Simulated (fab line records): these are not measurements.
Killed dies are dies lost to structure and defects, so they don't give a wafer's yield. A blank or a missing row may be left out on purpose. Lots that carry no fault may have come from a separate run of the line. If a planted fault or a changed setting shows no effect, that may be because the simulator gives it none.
What tool caused it? :: flow sky130 :: 12 lots, 36 wafers sampled, at 5 steps of a route of 708

## WHAT EACH GAUGE READ, for each wafer
SKY_VT_ADJUST_NCORE_TW_MEAS_11.
lot: L103
measured: day 8 18:08
on: film_metro-01
VT_ADJUST_NCORE_TW: 220.5 219.5 219.8

lot: L106
measured: day 9 13:13
on: film_metro-03
VT_ADJUST_NCORE_TW: 220.0 219.7 219.7

lot: L107
measured: day 9 17:28
on: film_metro-02
VT_ADJUST_NCORE_TW: 217.3 215.4 215.6

lot: L109
measured: day 10 09:32
on: film_metro-02
VT_ADJUST_NCORE_TW: 217.1 217.5 217.6

lot: L108
measured: day 10 09:40
on: film_metro-03
VT_ADJUST_NCORE_TW: 219.1 218.8 219.6

lot: L110
measured: day 10 13:50
on: film_metro-03
VT_ADJUST_NCORE_TW: 218.5 220.4 220.4

lot: L112
measured: day 11 09:25
on: film_metro-02
VT_ADJUST_NCORE_TW: 213.7 214.3 214.7

lot: L116
measured: day 12 11:16
on: film_metro-02
VT_ADJUST_NCORE_TW: 215.5 214.4 214.8

lot: L118
measured: day 12 22:55
on: film_metro-01
VT_ADJUST_NCORE_TW: 222.5 223.2 221.8

lot: L120
measured: day 13 13:07
on: film_metro-02
VT_ADJUST_NCORE_TW: 215.3 215.7 215.3

lot: L124
measured: day 14 15:25
on: film_metro-02
VT_ADJUST_NCORE_TW: 215.4 215.5 214.5

lot: L125
measured: day 14 22:01
on: film_metro-02
VT_ADJUST_NCORE_TW: 214.2 215.1 216.0

SKY_SONOS_TUNNEL_TW_MEAS_12.
lot: L103
measured: day 11 12:50
on: film_metro-01
SONOS_TUNNEL_TW: 198.3 199.5 198.1

lot: L106
measured: day 12 10:41
on: film_metro-01
SONOS_TUNNEL_TW: 201.0 200.8 202.0

lot: L107
measured: day 12 14:55
on: film_metro-01
SONOS_TUNNEL_TW: 200.8 200.9 200.6

lot: L109
measured: day 13 08:42
on: film_metro-02
SONOS_TUNNEL_TW: 194.8 196.0 194.5

lot: L108
measured: day 13 08:59
on: film_metro-01
SONOS_TUNNEL_TW: 200.3 200.8 200.2

lot: L110
measured: day 13 14:31
on: film_metro-02
SONOS_TUNNEL_TW: 195.1 195.8 196.7

lot: L112
measured: day 14 09:49
on: film_metro-01
SONOS_TUNNEL_TW: 199.6 200.1 199.7

lot: L116
measured: day 15 17:14
on: film_metro-02
SONOS_TUNNEL_TW: 194.2 194.6 195.4

lot: L118
measured: day 16 05:58
on: film_metro-01
SONOS_TUNNEL_TW: 201.0 202.5 200.2

lot: L120
measured: day 16 22:11
on: film_metro-02
SONOS_TUNNEL_TW: 195.5 196.3 196.1

lot: L124
measured: day 18 04:19
on: film_metro-04
SONOS_TUNNEL_TW: 196.9 197.8 197.1

lot: L125
measured: day 18 12:24
on: film_metro-01
SONOS_TUNNEL_TW: 201.2 201.3 200.6

SKY_GATE_OXIDE_TW_MEAS_14.
lot: L103
measured: day 14 10:44
on: film_metro-02
GATE_OXIDE_TW: 220.8 221.2 223.1

lot: L106
measured: day 14 22:39
on: film_metro-03
GATE_OXIDE_TW: 224.1 225.0 226.1

lot: L107
measured: day 15 00:39
on: film_metro-02
GATE_OXIDE_TW: 219.5 220.1 220.6

lot: L109
measured: day 15 23:22
on: film_metro-03
GATE_OXIDE_TW: 226.5 226.1 224.7

lot: L108
measured: day 15 23:23
on: film_metro-02
GATE_OXIDE_TW: 221.3 222.9 222.6

lot: L110
measured: day 16 05:31
on: film_metro-02
GATE_OXIDE_TW: 221.9 223.1 221.9

lot: L112
measured: day 17 00:19
on: film_metro-04
GATE_OXIDE_TW: 226.4 226.7 225.7

lot: L116
measured: day 18 17:25
on: film_metro-04
GATE_OXIDE_TW: 272.5 273.4 274.4

lot: L118
measured: day 19 03:12
on: film_metro-02
GATE_OXIDE_TW: 221.4 220.1 222.8

lot: L120
measured: day 19 17:56
on: film_metro-02
GATE_OXIDE_TW: 270.9 271.1 268.5

lot: L124
measured: day 21 00:27
on: film_metro-04
GATE_OXIDE_TW: 226.2 224.9 227.0

lot: L125
measured: day 21 11:17
on: film_metro-02
GATE_OXIDE_TW: 221.9 222.3 221.6

## TOOL THAT RAN EACH LOT (tool first, then ch and the chambers of the sampled wafers, then the start)
lot: L103
SKY_VT_ADJUST_HVTR_STRIP_10: plasma_asher-03 ch 0,1, day 9 14:59
SKY_GATE_OXIDE_IMPLANT_11: implanter-01 ch 0, day 14 10:17

lot: L106
SKY_VT_ADJUST_HVTR_STRIP_10: plasma_asher-03 ch 0,1, day 10 11:07
SKY_GATE_OXIDE_IMPLANT_11: implanter-04 ch 0, day 14 22:18

lot: L107
SKY_VT_ADJUST_HVTR_STRIP_10: plasma_asher-02 ch 0,1, day 10 16:16
SKY_GATE_OXIDE_IMPLANT_11: implanter-01 ch 0, day 15 00:18

lot: L109
SKY_VT_ADJUST_HVTR_STRIP_10: plasma_asher-03 ch 0,1, day 11 08:37
SKY_GATE_OXIDE_IMPLANT_11: implanter-04 ch 0, day 15 23:02

lot: L108
SKY_VT_ADJUST_HVTR_STRIP_10: plasma_asher-01 ch 0,1, day 11 08:53
SKY_GATE_OXIDE_IMPLANT_11: implanter-01 ch 0, day 15 23:01

lot: L110
SKY_VT_ADJUST_HVTR_STRIP_10: plasma_asher-03 ch 0,1, day 11 13:14
SKY_GATE_OXIDE_IMPLANT_11: implanter-01 ch 0, day 16 05:11

lot: L112
SKY_VT_ADJUST_HVTR_STRIP_10: plasma_asher-03 ch 0,1, day 12 08:47
SKY_GATE_OXIDE_IMPLANT_11: implanter-04 ch 0, day 16 23:58

lot: L116
SKY_VT_ADJUST_HVTR_STRIP_10: plasma_asher-03 ch 0,1, day 13 11:49
SKY_GATE_OXIDE_IMPLANT_11: implanter-02 ch 0, day 18 16:35

lot: L118
SKY_VT_ADJUST_HVTR_STRIP_10: plasma_asher-02 ch 0,1, day 13 23:49
SKY_GATE_OXIDE_IMPLANT_11: implanter-04 ch 0, day 19 02:51

lot: L120
SKY_VT_ADJUST_HVTR_STRIP_10: plasma_asher-02 ch 0,1, day 14 14:31
SKY_GATE_OXIDE_IMPLANT_11: implanter-01 ch 0, day 19 17:16

lot: L124
SKY_VT_ADJUST_HVTR_STRIP_10: plasma_asher-01 ch 0,1, day 15 18:19
SKY_GATE_OXIDE_IMPLANT_11: implanter-04 ch 0, day 21 00:06

lot: L125
SKY_VT_ADJUST_HVTR_STRIP_10: plasma_asher-03 ch 0,1, day 16 01:07
SKY_GATE_OXIDE_IMPLANT_11: implanter-02 ch 0, day 21 10:56
- SKY_VT_ADJUST_HVTR_STRIP_10: strips in O2/N2.
- SKY_GATE_OXIDE_IMPLANT_11

## WHAT THE TOOLS THEMSELVES READ (means of the sampled wafers that have a number; where no wafer has one, the mark that the record gives instead)
SKY_VT_ADJUST_HVTR_STRIP_10.
lot: L103
tool: plasma_asher-03
drypump_motor_current_A (A): 5.2
oes_product_au (a.u.): 0.715
strip_time_to_endpoint_s (s): 14.14

lot: L106
tool: plasma_asher-03
drypump_motor_current_A (A): 5.2
oes_product_au (a.u.): 0.717
strip_time_to_endpoint_s (s): 14.21

lot: L107
tool: plasma_asher-02
drypump_motor_current_A (A): 4.9
oes_product_au (a.u.): 0.714
strip_time_to_endpoint_s (s): 14.13

lot: L109
tool: plasma_asher-03
drypump_motor_current_A (A): 5.2
oes_product_au (a.u.): 0.720
strip_time_to_endpoint_s (s): 14.12

lot: L108
tool: plasma_asher-01
drypump_motor_current_A (A): 6.1
oes_product_au (a.u.): 0.712
strip_time_to_endpoint_s (s): 14.16

lot: L110
tool: plasma_asher-03
drypump_motor_current_A (A): 5.2
oes_product_au (a.u.): 0.714
strip_time_to_endpoint_s (s): 14.17

lot: L112
tool: plasma_asher-03
drypump_motor_current_A (A): 5.2
oes_product_au (a.u.): 0.714
strip_time_to_endpoint_s (s): 14.21

lot: L116
tool: plasma_asher-03
drypump_motor_current_A (A): 5.2
oes_product_au (a.u.): 0.713
strip_time_to_endpoint_s (s): 14.11

lot: L118
tool: plasma_asher-02
drypump_motor_current_A (A): 4.9
oes_product_au (a.u.): 0.717
strip_time_to_endpoint_s (s): 14.18

lot: L120
tool: plasma_asher-02
drypump_motor_current_A (A): 4.9
oes_product_au (a.u.): 0.717
strip_time_to_endpoint_s (s): 14.18

lot: L124
tool: plasma_asher-01
drypump_motor_current_A (A): 6.1
oes_product_au (a.u.): 0.722
strip_time_to_endpoint_s (s): 14.15

lot: L125
tool: plasma_asher-03
drypump_motor_current_A (A): 5.2
oes_product_au (a.u.): 0.717
strip_time_to_endpoint_s (s): 14.13

SKY_GATE_OXIDE_IMPLANT_11.
lot: L103
tool: implanter-01
beam_energy_keV: 9.999

lot: L106
tool: implanter-04
beam_energy_keV: 10.002

lot: L107
tool: implanter-01
beam_energy_keV: 10.000

lot: L109
tool: implanter-04
beam_energy_keV: 9.999

lot: L108
tool: implanter-01
beam_energy_keV: 9.998

lot: L110
tool: implanter-01
beam_energy_keV: 10.001

lot: L112
tool: implanter-04
beam_energy_keV: 10.000

lot: L116
tool: implanter-02
beam_energy_keV: 10.000

lot: L118
tool: implanter-04
beam_energy_keV: 10.001

lot: L120
tool: implanter-01
beam_energy_keV: 10.000

lot: L124
tool: implanter-04
beam_energy_keV: 10.000

lot: L125
tool: implanter-02
beam_energy_keV: 10.000

## THE ANSWER, worked out from the rows above alone
Rule: what is usual is taken from the lots themselves. The widest of any qualifying gaps counts: lots, ordered by their means at a reading, are off when they make up no more than a third of the lots, leave a main group of 4 or more, and stand apart from it by 3 or more times the standard deviation of that group's means. The tables above print the reading to a certain number of digits; a main group whose means all agree to those digits is not used. A lot without any number at a reading at which 4 lots or more have one is off too. The other lots that the step has rows for count as sound. First the gauges in route order, then the tools' own readings, where a lot's mean is used as printed above. The first step at which some lot is off is used, and at that step the reading that is off furthest; a lot without a number counts as furthest.
Off: L116, L120, seen at SKY_GATE_OXIDE_TW_MEAS_14 (GATE_OXIDE_TW). Main group: mean 223.3, sd 2.1.
A tool fits if, at a process step before that reading, it ran every lot that is off, and no sound lot after the first of them. Gauges at SKY_GATE_OXIDE_TW_MEAS_14: tried the same way as those tools. None of those tried fits.

## WHAT THE SIMULATOR HAD INSERTED
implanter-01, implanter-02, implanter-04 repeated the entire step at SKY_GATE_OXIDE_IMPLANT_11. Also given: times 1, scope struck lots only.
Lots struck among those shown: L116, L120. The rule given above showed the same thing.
